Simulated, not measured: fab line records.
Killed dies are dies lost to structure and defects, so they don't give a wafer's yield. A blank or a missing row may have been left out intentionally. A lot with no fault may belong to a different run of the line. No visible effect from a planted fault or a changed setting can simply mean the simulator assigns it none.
Which of the tools did it? | flow gf180mcu | Sampling: 14 lots, 42 wafers, 3 of 602 route steps

WHAT EACH GAUGE READ, for each wafer
GF_V2_THK_MEAS_25: measures by xrf. Usual: V2_W_THK gives 348 nm (standard deviation 4.1).
lot  | measured     | on            | V2_W_THK (nm) | flag
L301 | day 20 05:48 | film_metro-04 | 348 352 355   |
L304 | day 21 15:41 | film_metro-04 | 352 352 347   |
L307 | day 22 15:25 | film_metro-02 | 350 353 354   |
L308 | day 22 23:07 | film_metro-04 | 348 344 348   |
L310 | day 23 14:57 | film_metro-03 | 340 344 344   |
L318 | day 26 09:22 | film_metro-02 | 347 345 349   |
L319 | day 26 18:04 | film_metro-03 | 347 350 344   |
L320 | day 26 20:02 | film_metro-03 | 351 351 349   |
L321 | day 27 03:48 | film_metro-02 | 350 352 353   |
L322 | day 27 12:43 | film_metro-03 | 341 347 341   |
L323 | day 27 18:58 | film_metro-04 | 351 348 349   |
L324 | day 27 23:35 | film_metro-04 | 353 343 345   |

WHAT TOOL EACH LOT RAN ON (gives the tool, then ch and the chambers of the sampled wafers, and finally the start)
lot  | GF_M2_EXPOSE_11                   | GF_V2_CVD_23
L301 | krf_scanner-02 ch 0, day 18 15:23 | cvd_w-02 ch 0,1, day 20 05:34
L304 | krf_scanner-02 ch 0, day 20 00:59 | cvd_w-02 ch 0,1, day 21 15:26
L307 | krf_scanner-02 ch 0, day 21 01:28 | cvd_w-02 ch 0,1, day 22 15:11
L308 | krf_scanner-02 ch 0, day 21 10:04 | cvd_w-02 ch 0, day 22 22:52
L310 | krf_scanner-02 ch 0, day 22 01:25 | cvd_w-02 ch 0,1, day 23 14:43
L313 | krf_scanner-02, day 23 06:27      | -
L314 | krf_scanner-02, day 23 16:14      | -
L318 | krf_scanner-02 ch 0, day 24 23:14 | cvd_w-01 ch 0,1, day 26 09:08
L319 | krf_scanner-02 ch 0, day 25 08:04 | cvd_w-02 ch 0,1, day 26 17:49
L320 | krf_scanner-01 ch 0, day 25 10:33 | cvd_w-01 ch 0,1, day 26 19:47
L321 | krf_scanner-02 ch 0, day 25 18:44 | cvd_w-02 ch 0,1, day 27 03:35
L322 | krf_scanner-01 ch 0, day 26 03:40 | cvd_w-02 ch 0,1, day 27 12:28
L323 | krf_scanner-02 ch 0, day 26 10:20 | cvd_w-02 ch 0,1, day 27 18:45
L324 | krf_scanner-01 ch 0, day 26 15:29 | cvd_w-02 ch 0,1, day 27 23:22
- GF_M2_EXPOSE_11: exposes mask Metal2, target cd 280 nm.
- GF_V2_CVD_23: deposits W, target thk 350 nm, time 104.94 s.

WHAT THE TOOLS THEMSELVES READ (means of the sampled wafers that have a number; where no wafer has one, the mark that the record gives instead)
GF_M2_EXPOSE_11. Usual: exposure_dose_mJ_cm2 28.00, standard deviation 0.032; focus_offset_nm -0.1 nm, standard deviation 0.51.
lot  | tool           | exposure_dose_mJ_cm2 | focus_offset_nm (nm) | flag
L301 | krf_scanner-02 | 28.00                | -0.8                 |
L304 | krf_scanner-02 | 27.97                | 0.1                  |
L307 | krf_scanner-02 | 27.99                | 0.4                  |
L308 | krf_scanner-02 | 27.99                | -0.2                 |
L310 | krf_scanner-02 | 28.04                | -0.6                 |
L313 | krf_scanner-02 | -                    | -                    | OFF
L314 | krf_scanner-02 | -                    | -                    | OFF
L318 | krf_scanner-02 | 28.01                | 0.4                  |
L319 | krf_scanner-02 | 28.00                | 0.2                  |
L320 | krf_scanner-01 | 27.97                | 0.2                  |
L321 | krf_scanner-02 | 28.01                | 0.0                  |
L322 | krf_scanner-01 | 28.03                | -0.4                 |
L323 | krf_scanner-02 | 27.99                | -0.1                 |
L324 | krf_scanner-01 | 28.07                | -0.2                 |

GF_V2_CVD_23. Usual: heater_power_w 817 W, standard deviation 46; susceptor_temp_C 400.01 C, standard deviation 0.23.
lot  | tool     | heater_power_w (W) | susceptor_temp_C (C) | flag
L301 | cvd_w-02 | 783                | 399.90               |
L304 | cvd_w-02 | 772                | 400.27               |
L307 | cvd_w-02 | 773                | 400.07               |
L308 | cvd_w-02 | 751                | 400.00               |
L310 | cvd_w-02 | 770                | 399.97               |
L318 | cvd_w-01 | 863                | 400.17               |
L319 | cvd_w-02 | 781                | 400.02               |
L320 | cvd_w-01 | 855                | 399.79               |
L321 | cvd_w-02 | 792                | 400.11               |
L322 | cvd_w-02 | 784                | 399.74               |
L323 | cvd_w-02 | 787                | 399.84               |
L324 | cvd_w-02 | 805                | 400.14               |

THE ANSWER, worked out from the rows above alone
Rule: a lot is off if the mean of its wafers that have a number lies more than 3 standard deviations from the usual mean. Also off: a lot with no number at a reading for which 4 or more lots have one. Any other lot the step has rows for is counted as sound. Order of review: gauges by route order, followed by the tools' own readings, for which a lot's mean as printed above is used. At the first step where some lot is off, the reading lying furthest off is the one used; lots without a number count as furthest.
Off, at GF_M2_EXPOSE_11 on exposure_dose_mJ_cm2: L313, L314. Without a number there: L313, L314.
If a tool, at that step or one of the process steps before it, ran each lot that is off and ran no sound lot following the first of them, it fits. Of those tried, none fits.

WHAT THE SIMULATOR HAD INSERTED
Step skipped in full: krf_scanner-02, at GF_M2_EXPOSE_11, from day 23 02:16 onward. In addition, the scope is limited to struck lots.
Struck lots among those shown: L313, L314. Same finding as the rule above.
